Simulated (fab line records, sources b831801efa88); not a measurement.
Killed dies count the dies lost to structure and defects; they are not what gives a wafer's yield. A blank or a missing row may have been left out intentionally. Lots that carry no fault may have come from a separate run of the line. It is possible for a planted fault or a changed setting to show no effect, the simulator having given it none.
Comparing a struck lot with a sound one	flow sfq-line	18 steps out of a route of 325
Sound: these wafers, L634.2, L634.3, L634.4. Struck: wafer L644.3 (left out: L644.4, L644.6 of the same lot, which were not struck); the cause appears at the end.
Per side, at each step with rows, come the tool, then ch with its chambers, and then its first start. Under that, the readings that differ: sound wafers	struck wafers	difference of the means	sigmas: that difference in standard deviations of wafers without a fault.
alike: readings with means less than 2 such deviations apart, plus words and numbers identical on both sides. not compared: withheld readings, readings lacking a value on some wafer, bounds such as >300 that could conceal the same value, and numbers that have no deviation in the record and whose values overlap.
The two part at a step that has a row with sigmas, a row that says differs or no value, or rows on one side only. Numbers that don't overlap but have no deviation are shown without sigmas and don't part them. A reading that every wafer of one side lacks parts them only if that side has two wafers or more.

first, 5 steps without rows for these wafers: SFQ_TRILAYER_I7_VIA_LITHO_COAT_187 (resist thk 650 nm); SFQ_TRILAYER_I7_VIA_LITHO_SOFTBAKE_191; SFQ_TRILAYER_I7_VIA_LITHO_EXPOSE_188 (exposes mask I7, target cd 1000 nm); SFQ_TRILAYER_I7_VIA_LITHO_PEB_190 (peb time 60 s); SFQ_TRILAYER_I7_VIA_LITHO_DEVELOP_189 (time 60 s).
SFQ_I7_OVL_MEAS_947:
  struck on overlay-01, day 80 17:55; sound on overlay-01, day 74 01:10
  alike: I7_OVL
SFQ_TRILAYER_I7_VIA_BARC_OPEN_VIA_ETCH_260: etches BARC in O2, target depth 125 nm, time 41.7 s.
  sound on rie-diel-04 ch 0,2,3, day 74 01:11; struck on rie-diel-02 ch 3, day 80 17:56
reading	sound	struck	difference	sigmas
oes-product-au (a.u.)	0.692 0.688 0.685	0.678	-0.010	-2
rf-hours-counter-h (h)	22 17 14	13	-5	
  alike: drypump-motor-current-A
SFQ_TRILAYER_I7_VIA_ETCH_VIA_ETCH_190: etches SiO2 in CHF3, stops on Nb, target depth 260 nm.
  sound on rie-diel-04 ch 0,2,3, day 74 01:14; struck on rie-diel-02 ch 3, day 80 17:59
  alike: drypump-motor-current-A, oes-product-au
SFQ_TRILAYER_I7_VIA_STRIP_STRIP_191: strips in O2.
  sound on rie-metal-02 ch 0,1, day 74 01:21; struck on rie-metal-04 ch 1, day 80 18:18
  alike: drypump-motor-current-A, oes-product-au, platen-temp-c
  not compared: rf-hours-counter-h
then, 3 steps without rows for these wafers: SFQ_TRILAYER_I7_VIA_STRIP_SOLV_CLEAN_192 (cleans in NMP, time 600 s); SFQ_TRILAYER_M8_LITHO_LOR_COAT_197; SFQ_TRILAYER_M8_LITHO_LOR_BAKE_198.
SFQ_TRILAYER_M8_LITHO_COAT_193: resist thk 600 nm.
  sound on litho-track-03 ch 0, day 74 03:00; struck on litho-track-03 ch 0, day 80 19:00
reading	sound	struck	difference	sigmas
model.KrF_of_TRILAYER_M8_LITHO_COAT_193.thk-nm (nm)	597.8 596.8 598.6	560	-38	
  alike: chill-plate-temp-C
then, 3 steps without rows for these wafers: SFQ_TRILAYER_M8_LITHO_SOFTBAKE_199; SFQ_TRILAYER_M8_LITHO_EXPOSE_194 (exposes mask M8, target cd 2000 nm); SFQ_TRILAYER_M8_LITHO_PEB_196 (peb time 60 s).
SFQ_TRILAYER_M8_LITHO_DEVELOP_195: img clear 15 s, time 55 s.
  sound on litho-track-02 ch 0, day 77 21:16; struck on litho-track-04 ch 0, day 81 09:20
reading	sound	struck	difference	sigmas
chill-plate-temp-C (C)	23.32 23.12 23.08	22.87	-0.30	-3
model.KrF_of_TRILAYER_M8_LITHO_COAT_193.thk-nm (nm)	573.6 572.5 574.4	535.7	-37.8	
SFQ_M8_OVL_MEAS_948:
  struck on overlay-02, day 81 09:27; sound on overlay-02, day 77 21:23
  alike: M8_OVL

## WHERE THEY PART
Last at SFQ_TRILAYER_M8_LITHO_DEVELOP_195 as far as this record goes, first at SFQ_TRILAYER_I7_VIA_BARC_OPEN_VIA_ETCH_260. Later steps at which nothing parts them and some readings are alike: SFQ_M8_OVL_MEAS_948.

WHY: what the simulator had put in
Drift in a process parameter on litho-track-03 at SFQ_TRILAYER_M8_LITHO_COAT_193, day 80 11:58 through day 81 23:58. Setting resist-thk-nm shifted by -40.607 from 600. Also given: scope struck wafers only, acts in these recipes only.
